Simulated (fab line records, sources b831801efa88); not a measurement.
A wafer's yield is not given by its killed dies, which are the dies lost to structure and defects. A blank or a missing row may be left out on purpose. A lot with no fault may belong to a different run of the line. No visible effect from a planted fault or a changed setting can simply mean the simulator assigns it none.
Which tool was responsible? ; flow sky130 ; 11 lots, 33 wafers sampled, at 7 steps of a route of 708

WHAT THE GAUGES READ, wafer by wafer
SKY_LDD_HVP_OVL_MEAS_07.
lot;measured;on;LDD_HVP_OVL (nm)
L931;day 23 08:46;overlay-02;0.4 -1.1 0.7
L936;day 24 17:16;overlay-02;0.4 -0.2 -1.0
L938;day 25 18:44;overlay-02;1.2 0.9 1.0
L939;day 25 21:13;overlay-02;0.9 1.1 -1.4
L940;day 26 12:02;overlay-02;0.8 -2.1 -0.8
L942;day 27 00:10;overlay-02;-2.5 0.2 0.5
L945;day 28 03:02;overlay-01;-0.1 1.1 1.2
L947;day 28 07:50;overlay-02;0.5 0.5 1.0
L949;day 29 09:05;overlay-01;2.4 1.3 1.3
L950;day 29 13:07;overlay-02;-1.5 0.6 -1.8
L951;day 29 14:32;overlay-02;1.0 -0.4 -1.1

SKY_SD_N_OVL_MEAS_08.
lot;measured;on;SD_N_OVL (nm)
L931;day 29 14:03;overlay-02;1.0 -2.9 0.1
L936;day 30 21:56;overlay-02;2.1 -0.5 0.1
L938;day 31 21:26;overlay-01;0.0 3.3 1.8
L939;day 32 01:29;overlay-01;1.2 2.3 -0.2
L940;day 32 11:06;overlay-02;2.7 0.6 0.3
L942;day 32 23:47;overlay-02;1.8 0.5 1.6
L945;day 34 00:46;overlay-01;1.7 1.6 -0.1
L947;day 34 09:19;overlay-01;1.0 -0.5 0.6
L949;day 35 04:49;overlay-02;-1.0 -0.8 0.1
L950;day 35 11:08;overlay-01;-0.4 1.5 3.1
L951;day 35 13:42;overlay-01;2.5 3.6 2.7

SKY_SD_N_TW_MEAS_12.
lot;measured;on;SD_N_TW
L931;day 29 14:29;film_metro-01;3886 3883 3875
L936;day 30 22:22;film_metro-01;3907 3905 3919
L938;day 31 21:52;film_metro-02;3962 3974 3953
L939;day 32 01:55;film_metro-04;4009 4035 4032
L940;day 32 11:32;film_metro-04;4041 4033 4034
L942;day 33 00:14;film_metro-01;4184 4223 4229
L945;day 34 01:13;film_metro-04;4328 4348 4360
L947;day 34 09:45;film_metro-01;3900 3903 3894
L949;day 35 05:15;film_metro-02;3973 3953 3961
L950;day 35 11:34;film_metro-02;3939 3926 3917
L951;day 35 14:08;film_metro-02;3958 3952 3931

SKY_SD_N_RS_MEAS_16: the measuring method here is four-point-probe.
lot;measured;on;SD_N_RS (ohm/sq)
L931;day 29 14:47;film_metro-02;68.50 68.49 68.56
L936;day 30 22:39;film_metro-02;68.45 68.44 68.47
L938;day 31 22:10;film_metro-04;68.45 68.45 68.40
L939;day 32 02:16;film_metro-01;68.56 68.67 68.70
L940;day 32 11:49;film_metro-01;68.45 68.48 68.57
L942;day 33 00:32;film_metro-02;58.87 58.80 58.86
L945;day 34 01:31;film_metro-02;58.78 58.74 58.69
L947;day 34 10:02;film_metro-02;68.39 68.46 68.26
L949;day 35 05:32;film_metro-01;68.52 68.50 68.45
L950;day 35 11:51;film_metro-01;68.55 68.52 68.56
L951;day 35 14:25;film_metro-04;68.69 68.66 68.46

TOOL THAT RAN EACH LOT (tool first, then ch and the chambers of the sampled wafers, then the start)
lot;SKY_LDD_LDN_STRIP_12;SKY_SD_N_IMPLANT_09;SKY_SD_N_STRIP_11
L931;plasma_asher-03 ch 0,1, day 24 15:13;implanter-01 ch 0, day 29 14:05;plasma_asher-02 ch 0,1, day 29 14:23
L936;plasma_asher-04 ch 0,1, day 25 23:37;implanter-03 ch 0, day 30 21:58;plasma_asher-02 ch 0,1, day 30 22:16
L938;plasma_asher-04 ch 0,1, day 27 01:10;implanter-03 ch 0, day 31 21:29;plasma_asher-02 ch 1, day 31 21:46
L939;plasma_asher-04 ch 0,1, day 27 03:26;implanter-01 ch 0, day 32 01:31;plasma_asher-03 ch 0,1, day 32 01:49
L940;plasma_asher-04 ch 0,1, day 27 17:37;implanter-03 ch 0, day 32 11:08;plasma_asher-04 ch 1, day 32 11:26
L942;plasma_asher-02 ch 0,1, day 28 06:03;implanter-03 ch 0, day 32 23:52;plasma_asher-04 ch 0,1, day 33 00:09
L945;plasma_asher-03 ch 0,1, day 29 08:48;implanter-03 ch 0, day 34 00:50;plasma_asher-03 ch 0,1, day 34 01:07
L947;plasma_asher-04 ch 0,1, day 29 13:01;implanter-02 ch 0, day 34 09:21;plasma_asher-03 ch 0,1, day 34 09:39
L949;plasma_asher-03 ch 0,1, day 30 14:40;implanter-02 ch 0, day 35 04:52;plasma_asher-02 ch 0,1, day 35 05:08
L950;plasma_asher-04 ch 0,1, day 30 18:47;implanter-02 ch 0, day 35 11:10;plasma_asher-03 ch 0,1, day 35 11:28
L951;plasma_asher-03 ch 1, day 30 19:43;implanter-02 ch 0, day 35 13:44;plasma_asher-04 ch 0,1, day 35 14:02
- SKY_LDD_LDN_STRIP_12: strips in O2/N2.
- SKY_SD_N_IMPLANT_09
- SKY_SD_N_STRIP_11: strips in O2/N2.

WHAT THE TOOLS THEMSELVES READ (means of the sampled wafers that have a number; where no wafer has one, the mark that the record gives instead)
SKY_LDD_LDN_STRIP_12.
lot;tool;chamber_pressure_mTorr (mTorr);drypump_motor_current_A (A);oes_product_au (a.u.);strip_time_to_endpoint_s (s)
L931;plasma_asher-03;1500.9;6.1;0.715;14.13
L936;plasma_asher-04;1499.6;6.1;0.717;14.13
L938;plasma_asher-04;1499.7;6.3;0.718;14.24
L939;plasma_asher-04;1499.1;6.3;0.717;14.21
L940;plasma_asher-04;1500.6;6.3;0.712;14.19
L942;plasma_asher-02;1499.7;5.2;0.719;14.14
L945;plasma_asher-03;1499.2;6.1;0.709;14.19
L947;plasma_asher-04;1499.9;6.1;0.712;14.17
L949;plasma_asher-03;1501.2;6.1;0.714;14.15
L950;plasma_asher-04;1500.6;6.1;0.714;14.21
L951;plasma_asher-03;1500.7;6.1;0.711;14.17

SKY_SD_N_IMPLANT_09.
lot;tool;beam_energy_keV;end_station_pressure_torr (Torr)
L931;implanter-01;49.999;1.2e-05
L936;implanter-03;50.011;1.4e-05
L938;implanter-03;50.012;1.4e-05
L939;implanter-01;50.008;1.3e-05
L940;implanter-03;50.008;1.4e-05
L942;implanter-03;66.479;1.5e-05
L945;implanter-03;66.493;1.4e-05
L947;implanter-02;49.988;1.2e-05
L949;implanter-02;50.010;1.3e-05
L950;implanter-02;49.995;1.3e-05
L951;implanter-02;49.994;1.2e-05

SKY_SD_N_STRIP_11.
lot;tool;chamber_pressure_mTorr (mTorr);drypump_motor_current_A (A);oes_product_au (a.u.);strip_time_to_endpoint_s (s)
L931;plasma_asher-02;1499.5;5.2;0.524;22.58
L936;plasma_asher-02;1499.3;5.2;0.524;22.54
L938;plasma_asher-02;1500.2;5.2;0.528;22.53
L939;plasma_asher-03;1501.0;6.1;0.528;22.56
L940;plasma_asher-04;1500.4;6.0;0.529;22.61
L942;plasma_asher-04;1500.0;6.2;0.502;25.07
L945;plasma_asher-03;1499.8;6.1;0.496;25.00
L947;plasma_asher-03;1500.8;6.1;0.529;22.52
L949;plasma_asher-02;1499.3;5.2;0.528;22.56
L950;plasma_asher-03;1499.5;6.1;0.528;22.54
L951;plasma_asher-04;1501.0;6.3;0.528;22.53

THE ANSWER, worked out from the rows above alone
Rule: usual is defined by the lots themselves. The widest of any qualifying gaps counts: lots, ordered by their means at a reading, are off when they make up no more than a third of the lots, leave a main group of 4 or more, and stand apart from it by 3 or more times the standard deviation of that group's means. A main group whose means are all the same, to the digits that the tables above print for the reading, isn't used. Also off: a lot with no number at a reading for which 4 or more lots have one. Any other lot the step has rows for is counted as sound. The gauges are gone through in route order, then the tools' own readings, and for those a lot's mean is taken as printed above. The first step at which some lot is off is used, and at that step the reading that is off furthest; a lot without a number counts as furthest.
Off: L942, L945, seen at SKY_SD_N_TW_MEAS_12 (SD_N_TW). The main group: mean 3950, standard deviation 50.
If a tool, at a process step before that reading, ran all the lots that are off and no sound lot after the first of them, it fits. Not tried: the gauges at SKY_SD_N_TW_MEAS_12; whatever is off there is also off at SKY_SD_N_RS_MEAS_16, on other tools, and gauge error can't account for it. One candidate fits, namely implanter-03 at SKY_SD_N_IMPLANT_09. A fault onset in the window from L940 (day 32 11:08, its last sound lot) to L942 (day 32 23:52, its first lot off) fits.
The tool's own readings at SKY_SD_N_IMPLANT_09 bear it out: on the lots that are off they differ by more than 5 times the standard deviation of the sound lots' means. beam_energy_keV reads 66.486 there against 50.003 on the sound lots.

WHAT HAD BEEN PUT IN BY THE SIMULATOR
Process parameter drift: implanter-03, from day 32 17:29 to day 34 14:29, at SKY_SD_N_IMPLANT_09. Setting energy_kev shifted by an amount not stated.
Shown lots that were struck: L942, L945. This agrees with what the rule above found.
